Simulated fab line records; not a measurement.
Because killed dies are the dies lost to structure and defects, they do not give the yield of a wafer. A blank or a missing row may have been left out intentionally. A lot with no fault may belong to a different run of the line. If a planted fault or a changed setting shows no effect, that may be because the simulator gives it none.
fab line records | flow gf180mcu
record lots=11 wafers=33 lastDay=34
route steps=602 shown V4@478 MIM@513 PASSIVATION@587
lots that met no fault: from a run of the same line without faults
startH: the number of hours between the record's first day and the start of the first shown wafer of the lot | waitH: hours from the lot's prior step to this one | " unchanged from the row above | L1.1+2: a single row standing in for several wafers | - either no value or no given start | * or withheld: withheld | < > ~ a bound
route shown NAME@n: a module of which the file shows steps, and the number in the route of the first | usual: the fault-free wafers' mean and standard deviation | same: alike in all rows | chamber/n: place in a boat | sites: readings site by site | _std_site: their standard deviation | _edge_site: the outer-site mean with the inner-site mean subtracted | radiusMm: how far each site lies from the wafer's centre | mask NAME#n: copy n | behind: tool/chamber where the wafer was last shaped | hold: why the lot was held/for how many hours/how that ended | device: the transistor (n, p or np) that didn't switch | end of line: at the end of the route, the tests of the same wafers | where a step has no rows: the recipe by itself | killed: count of dies lost to structure and defects at first sort (not the wafer's yield) | map: a wafer's dies, x killed, . not, _ none there
set.NAME: setting as actually run; set.NAME@STEP: the setting as run at that earlier step | model.NAME: the simulator's own value behind a step, which no gauge read
the route's steps for a sample of lots (tables are steps, rows are wafers)
services: from which hour (startH, from the record's first day; less than 0 if before it) a tool's chamber was out of use, for how many hours, and why
## steps
# step GF_V4_CVD_02
# recipe material=SiO2 targetThkNm=850 precursor=TEOS tempC=400 timeS=94.851 rfW=600
# usual heaterPowerOuterW=377/60 heaterPowerW=641/78 rfFwdPowerW=595.7/2
# columns lot.wafer tool chamber startH waitH heaterPowerOuterW heaterPowerW rfFwdPowerW
L541.2 pecvd-01 1 557.53 0.0 372 596 593.5
L541.4 " 2 " " 444 725 597.7
L541.6 " 1 " " 426 643 594.4
L542.1 pecvd-03 0 571.98 0.1 402 687 591.3
L542.2 " 2 " " 305 535 596.7
L542.4 " 1 " " 321 526 595.8
L546.1 pecvd-01 1 591.46 0.1 448 707 595.9
L546.2 " 0 " " 512 801 599.3
L546.4 " 1 " " 355 560 596.8
L547.2 pecvd-01 1 605.56 0.0 455 696 593.4
L547.3 " 2 " " 390 668 598.5
L547.4 " 1 " " 360 561 594.4
L549.3 pecvd-02 2 622.16 0.0 341 632 596.2
L549.4 " 0 " " 392 644 594.7
L549.6 " 2 " " 379 654 595.3
L552.2 pecvd-02 1 633.60 0.0 368 676 594.8
L552.3 " 0 " " 363 596 593.8
L552.4 " 2 " " 411 697 595.9
L553.1 pecvd-02 1 650.78 0.1 411 724 597.1
L553.2 " 0 " " 342 587 596.7
L553.5 " 2 " " 359 616 592.9
L558.3 pecvd-03 1 674.64 0.0 341 578 597.0
L558.4 " 0 " " 355 607 593.7
L558.5 " 2 " " 247 477 596.6
L559.3 pecvd-02 0 688.06 0.0 382 652 591.9
L559.5 " 2 " " 371 647 595.1
L559.6 " 0 " " 405 672 593.1
L562.2 pecvd-02 0 699.16 0.0 315 544 594.9
L562.5 " 0 " " 364 590 597.9
L562.6 " 1 " " 310 600 598.4
L563.2 pecvd-02 2 700.80 0.0 329 587 593.7
L563.4 " 2 " " 370 645 594.7
L563.6 " 0 " " 399 639 592.9
# step GF_MIM_RS_MEAS_10
# recipe thkMeasGauge=four-point-probe reads=TiN_of_MIM_SPUTTER_09+AlCu_of_MIM_SPUTTER_08+TiN_of_MIM_SPUTTER_07
# usual MIM_ALCU_RS=0.1606/0.0016
# columns lot.wafer tool chamber startH waitH MIM_ALCU_RS[ohm/sq]
L541.2 filmMetro-04 - 581.62 0.0 0.1603
L541.4 " - " " 0.1609
L541.6 " - " " 0.1602
L542.1 filmMetro-01 - 596.29 0.0 0.1613
L542.2 " - " " 0.1598
L542.4 " - " " 0.1635
L546.1 filmMetro-01 - 614.96 0.0 0.1611
L546.2 " - " " 0.1612
L546.4 " - " " 0.1605
L547.2 filmMetro-04 - 627.28 0.0 0.1593
L547.3 " - " " 0.1584
L547.4 " - " " 0.1596
L549.3 filmMetro-01 - 644.34 0.1 0.1630
L549.4 " - " " 0.1619
L549.6 " - " " 0.1620
L552.2 filmMetro-01 - 655.33 0.0 0.1629
L552.3 " - " " 0.1645
L552.4 " - " " 0.1618
L553.1 filmMetro-04 - 672.53 0.0 0.1609
L553.2 " - " " 0.1623
L553.5 " - " " 0.1596
L558.3 filmMetro-02 - 695.82 0.1 0.1612
L558.4 " - " " 0.1572
L558.5 " - " " 0.1596
L559.3 filmMetro-01 - 709.35 0.1 0.1589
L559.5 " - " " 0.1592
L559.6 " - " " 0.1601
L562.2 filmMetro-02 - 719.12 0.0 0.1598
L562.5 " - " " 0.1597
L562.6 " - " " 0.1597
L563.2 filmMetro-01 - 721.28 0.0 0.1594
L563.4 " - " " 0.1598
L563.6 " - " " 0.1599
# step GF_PASSIVATION_CVD_00
# recipe material=SiO2 targetThkNm=1000 precursor=TEOS tempC=400 timeS=111.95 rfW=600
# usual heaterPowerOuterW=389/86 heaterPowerW=659/120 rfFwdPowerW=597.2/2.3
# columns lot.wafer tool chamber startH waitH heaterPowerOuterW heaterPowerW rfFwdPowerW
L541.2 pecvd-01 0 666.16 0.0 505 773 594.3
L541.4 " 0 " " 525 825 593.2
L541.6 " 2 " " 435 725 599.0
L542.1 pecvd-01 2 678.68 0.0 395 668 600.8
L542.2 " 1 " " 416 659 598.7
L542.4 " 0 " " 479 754 599.7
L546.1 pecvd-03 1 696.79 0.0 343 591 594.8
L546.2 " 0 " " 345 597 594.1
L546.4 " 0 " " 372 653 591.6
L547.2 pecvd-01 1 709.78 0.0 411 620 594.3
L547.3 " 2 " " 437 747 599.8
L547.4 " 1 " " 432 678 592.6
L549.3 pecvd-03 1 724.47 0.0 384 640 598.0
L549.4 " 1 " " 291 491 597.4
L549.6 " 2 " " 248 481 597.7
L552.2 pecvd-01 1 734.90 0.0 406 608 597.6
L552.3 " 0 " " 415 648 694.8
L552.4 " 2 " " 337 597 597.2
L553.1 pecvd-01 0 750.68 0.0 504 759 692.6
L553.2 " 2 " " 359 628 598.3
L553.5 " 2 " " 408 705 598.0
L558.3 pecvd-04 0 770.72 0.0 382 733 593.6
L558.4 " 1 " " 329 558 596.7
L558.5 " 2 " " 477 840 595.8
L559.3 pecvd-04 2 781.32 0.0 629 1016 598.6
L559.5 " 2 " " 478 808 600.2
L559.6 " 1 " " 256 448 600.9
L562.2 pecvd-04 1 791.67 0.0 323 554 598.4
L562.5 " 0 " " 295 614 591.7
L562.6 " 1 " " 349 582 598.5
L563.2 pecvd-04 2 792.16 0.2 624 993 600.6
L563.4 " 0 " " 382 743 592.9
L563.6 " 1 " " 337 555 598.4
# step GF_PASSIVATION_THK_MEAS_01
# recipe reads=SiO2_of_PASSIVATION_CVD_00
# usual PASSIVATION_CVD_00_THK=997/15
# columns lot.wafer tool chamber startH waitH hold PASSIVATION_CVD_00_THK[nm]
L541.2 filmMetro-03 - 666.25 0.0 - 994
L541.4 " - " " - 1008
L541.6 " - " " - 982
L542.1 filmMetro-03 - 678.76 0.0 - 962
L542.2 " - " " - 983
L542.4 " - " " - 1004
L546.1 filmMetro-01 - 696.87 0.0 - 995
L546.2 " - " " - 994
L546.4 " - " " - 1017
L547.2 filmMetro-03 - 709.87 0.0 - 975
L547.3 " - " " - 953
L547.4 " - " " - 1000
L549.3 filmMetro-04 - 724.57 0.1 - 998
L549.4 " - " " - 1014
L549.6 " - " " - 1018
L552.2 filmMetro-01 - 734.99 0.0 awaitDispo/0.2h/release 1001
L552.3 " - " " awaitDispo/0.2h/release 1050
L552.4 " - " " awaitDispo/0.2h/release 995
L552.2 filmMetro-01 - 735.21 0.2 - 1000
L552.3 " - " " - 1050
L552.4 " - " " - 995
L553.1 filmMetro-01 - 750.76 0.0 awaitDispo/0.2h/release 1059
L553.2 " - " " awaitDispo/0.2h/release 990
L553.5 " - " " awaitDispo/0.2h/release 1000
L553.1 filmMetro-01 - 750.99 0.2 - 1059
L553.2 " - " " - 990
L553.5 " - " " - 1000
L558.3 filmMetro-03 - 770.82 0.1 - 962
L558.4 " - " " - 1008
L558.5 " - " " - 994
L559.3 filmMetro-03 - 781.42 0.1 - 971
L559.5 " - " " - 1004
L559.6 " - " " - 1015
L562.2 filmMetro-03 - 791.76 0.0 - 1001
L562.5 " - " " - 990
L562.6 " - " " - 1017
L563.2 filmMetro-01 - 792.25 0.0 - 989
L563.4 " - " " - 1017
L563.6 " - " " - 1033
# step GF_PASSIVATION_STRIP_12
# recipe chemistry=O2/N2 powerW=1400 pressureMtorr=1500 platenTempC=250 o2FlowSccm=3000 n2FlowSccm=300 overashFraction=0.5
# usual drypumpMotorCurrentA=6.0/0.42 heaterPowerW=309/19 oesProductAu=0.719/0.0046 stripTimeToEndpointS=32.96/0.27
# columns lot.wafer tool chamber startH waitH drypumpMotorCurrentA heaterPowerW oesProductAu rfHoursCounterH stripTimeToEndpointS
L541.2 plasmaAsher-03 0 685.61 0.1 5.7 317 0.713 109 32.83
L541.4 " 0 " " 5.7 314 0.716 - 33.07
L541.6 " 0 " " 5.7 309 0.717 - 32.62
L542.1 plasmaAsher-04 1 698.00 0.1 5.7 331 0.714 59 33.10
L542.2 " 0 " " 6.4 271 0.721 59 33.27
L542.4 " 0 " " 6.5 273 0.718 - 33.29
L546.1 plasmaAsher-04 0 716.11 0.1 6.5 265 0.722 61 32.70
L546.2 " 1 " " 5.7 324 0.712 61 33.08
L546.4 " 0 " " 6.5 268 0.718 - 32.98
L547.2 plasmaAsher-03 0 728.55 0.1 5.7 318 0.716 113 32.58
L547.3 " 0 " " 5.7 323 0.719 - 32.85
L547.4 " 1 " " 6.4 319 0.717 - 33.25
L549.3 plasmaAsher-01 1 742.48 0.2 5.3 316 0.717 - 33.40
L549.4 " 0 " " 5.6 302 0.719 - 33.29
L549.6 " 1 " " 5.4 314 0.725 - 33.37
L552.2 plasmaAsher-03 0 752.20 0.1 5.7 332 0.725 1 33.06
L552.3 " 0 " " 5.7 335 0.719 - 32.96
L552.4 " 1 " " 6.5 308 0.712 - 32.52
L553.1 plasmaAsher-03 0 767.31 0.1 5.7 314 0.719 3 32.69
L553.2 " 1 " " 6.4 307 0.716 3 32.69
L553.5 " 1 " " 6.4 323 0.712 - 32.78
L558.3 plasmaAsher-03 1 787.13 0.2 6.5 318 0.710 - 33.28
L558.4 " 0 " " 5.7 335 0.716 - 33.43
L558.5 " 1 " " 6.5 312 0.715 - 33.37
L559.3 plasmaAsher-04 1 796.34 0.2 5.7 317 0.711 - 33.14
L559.5 " 1 " " 5.7 314 0.714 - 32.54
L559.6 " 0 " " 6.5 272 0.723 - 33.06
L562.2 plasmaAsher-03 1 807.09 0.1 6.4 315 0.726 6 33.20
L562.5 " 1 " " 6.4 311 0.716 - 33.03
L562.6 " 0 " " 5.7 336 0.713 - 33.15
L563.2 plasmaAsher-01 1 807.45 0.1 5.3 316 0.716 111 32.65
L563.4 " 1 " " 5.3 318 0.717 - 32.28
L563.6 " 0 " " 5.6 299 0.724 - 32.81
## services
# columns tool chamber startH hours kind
pecvd-01 0 535.24 5.3 repair
plasmaAsher-03 - 551.71 4.0 repair
pecvd-03 - 584.07 14.6 pm
pecvd-04 1 588.41 4.6 repair
plasmaAsher-04 - 595.93 14.6 pm
pecvd-03 - 598.67 14.0 pm
pecvd-03 0 598.67 14.0 ventCycle
pecvd-03 1 598.67 14.0 ventCycle
pecvd-03 2 598.67 14.0 ventCycle
pecvd-03 0 612.67 - clean
pecvd-03 - 632.65 1.0 repair
pecvd-04 0 667.34 3.3 repair
plasmaAsher-04 - 691.87 0.8 repair
pecvd-01 - 694.54 14.6 pm
pecvd-04 - 713.17 1.1 repair
plasmaAsher-03 - 733.75 9.0 pm
plasmaAsher-03 0 733.75 9.0 ventCycle
plasmaAsher-03 1 733.75 9.0 ventCycle
pecvd-02 - 739.83 1.3 repair
plasmaAsher-03 0 742.75 - clean
plasmaAsher-03 1 742.75 - clean
pecvd-01 - 780.88 28.1 pm
pecvd-03 - 790.83 2.5 repair
pecvd-02 - 794.67 0.7 repair
## key
firstSign step=GF_PASSIVATION_CVD_00 reading=rfFwdPowerW direction=up sigmas=41 usual=597.2 struck=693.7
effect step=GF_PASSIVATION_THK_MEAS_01 reading=visit direction=added
metAt GF_PASSIVATION_CVD_00
struckLots L552,L553
struckWafers L552.3,L553.1
notActingAt GF_V4_CVD_02,GF_MIM_RS_MEAS_10,GF_PASSIVATION_STRIP_12
onsetBetween 678.68 734.90
fault kind=processParameterDrift tool=pecvd-01 chamber=0 onsetH=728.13 steps=GF_PASSIVATION_CVD_00 channel=rfW offset=96 shape=step endH=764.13 actsIn=theseRecipesOnly stated=600
